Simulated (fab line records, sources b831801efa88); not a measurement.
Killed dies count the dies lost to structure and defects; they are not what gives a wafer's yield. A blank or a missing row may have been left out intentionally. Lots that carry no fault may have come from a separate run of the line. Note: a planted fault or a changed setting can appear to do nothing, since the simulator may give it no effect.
Chamber matching -- flow sky130 -- SKY_LI_CONTACT_CMP_24 on cmp-01: 3 sister chambers
The step polishes, stops on PSG, t overpolish 20 s, target thk 0 nm. 20 wafers are shown with their chamber, then 6 later ones without.

## WAFERS WITH THEIR CHAMBER
wafer,chamber,time-to-endpoint-s (s),motor-current-A (A),overpolish-run-s (s)
L075.1,1,98,11.1,19.999
L075.2,0,101,11.3,19.990
L075.5,1,102,11.2,19.990
L077.1,0,101,11.3,20.008
L077.4,3,101,10.8,20.015
L077.5,0,99,11.0,20.002
L079.3,0,98,11.4,20.007
L079.4,3,99,11.4,20.003
L079.6,3,101,11.5,20.008
L080.1,0,98,10.7,20.004
L080.5,0,98,11.8,20.015
L080.6,3,101,10.4,19.989
L085.2,0,98,11.2,20.000
L085.4,1,96,10.6,20.015
L085.5,0,96,11.6,19.998
L091.2,0,97,11.0,20.007
L091.5,0,98,11.2,19.983
L091.6,1,98,11.7,19.990
L092.3,0,100,11.7,20.001
L092.4,1,95,11.4,20.002

SIGNATURES, as means of the wafers listed above
reading,chamber 0,chamber 1,chamber 3,scatter within a chamber
time-to-endpoint-s,98.55,97.80,100.50,1.82
motor-current-A,11.291,11.200,11.025,0.386
overpolish-run-s,20.00136,19.99920,20.00375,0.00961
Rule: a wafer's distance from a chamber is the root of the sum, over the readings, of the square of ((its reading less the chamber's mean) divided by the reading's scatter). The wafer belongs to the nearest chamber; if the next one is less than 2 further off, it can't be placed. The scatter: take each reading less its chamber's mean, square it, sum over the shown wafers, divide by the number of wafers less the number of chambers, and take the root.

## WAFERS MISSING THEIR CHAMBER
wafer,time-to-endpoint-s (s),motor-current-A (A),overpolish-run-s (s)
L092.5,98,10.7,19.998
L094.2,100,10.6,19.991
L094.6,101,11.5,20.015
L095.1,98,11.1,19.998
L097.4,92,11.7,20.007
L097.5,97,10.8,20.013

## WHICH CHAMBER EACH WENT THROUGH
wafer,from the rows above,in truth
L092.5,can't be placed: 1 or 0 or 3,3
L094.2,can't be placed: 3 or 1 or 0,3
L094.6,can't be placed: 3 or 0 or 1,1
L095.1,can't be placed: 1 or 0 or 3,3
L097.4,can't be placed: 1 or 0 or 3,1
L097.5,can't be placed: 1 or 0 or 3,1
0 of 6 placed correctly. From these rows, 6 cannot be placed; in 6 the true chamber is one of the candidates. Wrongly placed: 0.
